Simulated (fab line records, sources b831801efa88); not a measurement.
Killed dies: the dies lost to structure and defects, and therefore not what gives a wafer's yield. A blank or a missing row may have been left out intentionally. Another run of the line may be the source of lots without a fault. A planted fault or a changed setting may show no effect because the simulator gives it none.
Lot-split experiment ; flow sky130 ; 5 lots, 23 wafers read, on a route of 708 steps

== ABOUT THE SPLIT ==
At SKY_VT_ADJUST_HVTP_COAT_02 (resist thk 1140 nm), the setting resist_thk_nm was moved away from the recipe's 1140 nm on 7 of the 23 wafers read, by -2.1% to +4.6%. For the rest of the wafers, this setting stayed at what the recipe calls for.

The reading comes from the split's own step.

== THE READING ==
NOVOLAK_of_VT_ADJUST_HVTP_COAT_02.thk_nm (the simulator's own value, which no gauge read), in nm, at SKY_VT_ADJUST_HVTP_COAT_02 (resist thk 1140 nm). No usual value for it is given in the file. Average 1144 nm, standard deviation 2.9 nm, over the 16 wafers here run with the recipe.

wafer;tool, chamber at the split;resist_thk_nm as run, nm;against the recipe;NOVOLAK_of_VT_ADJUST_HVTP_COAT_02.thk_nm, nm;against lot-mates on the recipe
L075.1;litho_track-02, 0;1116;-2.1%;1120;-23
L075.2;litho_track-02, 0;1140;recipe;1144;-
L075.6;litho_track-02, 0;1140;recipe;1144;-
L075.3;litho_track-02, 0;1140;recipe;1142;-
L075.4;litho_track-02, 0;1116;-2.1%;1118;-25
L078.1;litho_track-02, 0;1140;recipe;1144;-
L078.3;litho_track-02, 0;1181;+3.6%;1189;+46
L078.4;litho_track-02, 0;1140;recipe;1143;-
L078.5;litho_track-02, 0;1140;recipe;1143;-
L078.6;litho_track-02, 0;1181;+3.6%;1186;+43
L079.1;litho_track-02, 0;1140;recipe;1146;-
L079.2;litho_track-02, 0;1140;recipe;1149;-
L079.3;litho_track-02, 0;1140;recipe;1150;-
L079.4;litho_track-02, 0;1140;recipe;1145;-
L079.5;litho_track-02, 0;1140;recipe;1148;-
L080.1;litho_track-01, 0;1140;recipe;1141;-
L080.4;litho_track-01, 0;1140;recipe;1139;-
L080.5;litho_track-01, 0;1140;recipe;1142;-
L081.1;litho_track-01, 0;1193;+4.6%;1201;+55
L081.4;litho_track-01, 0;1193;+4.6%;1201;+55
L081.2;litho_track-01, 0;1140;recipe;1147;-
L081.5;litho_track-01, 0;1140;recipe;1145;-
L081.6;litho_track-01, 0;1193;+4.6%;1202;+56

THE FIT
A straight line over all 23 wafers: NOVOLAK_of_VT_ADJUST_HVTP_COAT_02.thk_nm changes by +12.1 nm for each +1% of resist_thk_nm; r = +0.99; the points scatter about the line by 2.6 nm.
The same after taking each lot's own level away (the mean of its wafers on the recipe; 23 wafers): +11.9 nm for each +1%; r = +1.00; scatter 1.3 nm.
The reading moves by 56 nm for the largest change in resist_thk_nm, on that fit.
Across the lots, their own levels run from 1140.7 to 1147.6 nm, a range of 2.4 times the standard deviation given above.
The two slopes are in agreement: the lot-to-lot level therefore moves the slope only a little.
Check: with one of the wafers moved furthest among these (+4.6%) left out of the fit, the line predicts +55.9 nm for it against its lot-mates. It came out at +55 nm against them.

== THE OTHER SPLITS THESE WAFERS WENT THROUGH ==
These wafers also went through other splits before the reading. Each is held against what the fit with the lots' levels taken away leaves over:
other split on the same wafers;wafers away from the commonest value;r with NOVOLAK_of_VT_ADJUST_HVTP_COAT_02.thk_nm (lot level and that fit taken away)
SKY_FIELD_ISO_OXIDATION_01 ox_time_s;18;+0.04
SKY_FIELD_ISO_DEVELOP_12 develop_time_s;10;-0.04
SKY_FIELD_ISO_STRIP_16 power_w;12;+0.37
SKY_FIELD_ISO_WET_ETCH_29 time_s;15;+0.06
SKY_NWELL_IMPLANT_11 energy_kev;6;+0.06
SKY_NWELL_IMPLANT_24 dose_cm2;7;-0.04

== THE WHOLE CHAIN: every reading that the file lists as answering this split, in the file's order ==
step;what it does;reading;change (the file's fit);r (the file's)
SKY_VT_ADJUST_HVTP_COAT_02;resist thk 1140 nm;NOVOLAK_of_VT_ADJUST_HVTP_COAT_02.thk_nm (the simulator's own value, which no gauge read);+12.1 nm for each +1% of the setting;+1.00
SKY_VT_ADJUST_HVTP_STRIP_10;strips in O2/N2;strip_time_to_endpoint_s;withheld for each +1% of the setting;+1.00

== THE FILE'S OWN FIT ==
NOVOLAK_of_VT_ADJUST_HVTP_COAT_02.thk_nm changes by +12.1 nm for each +1% of resist_thk_nm, r = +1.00.
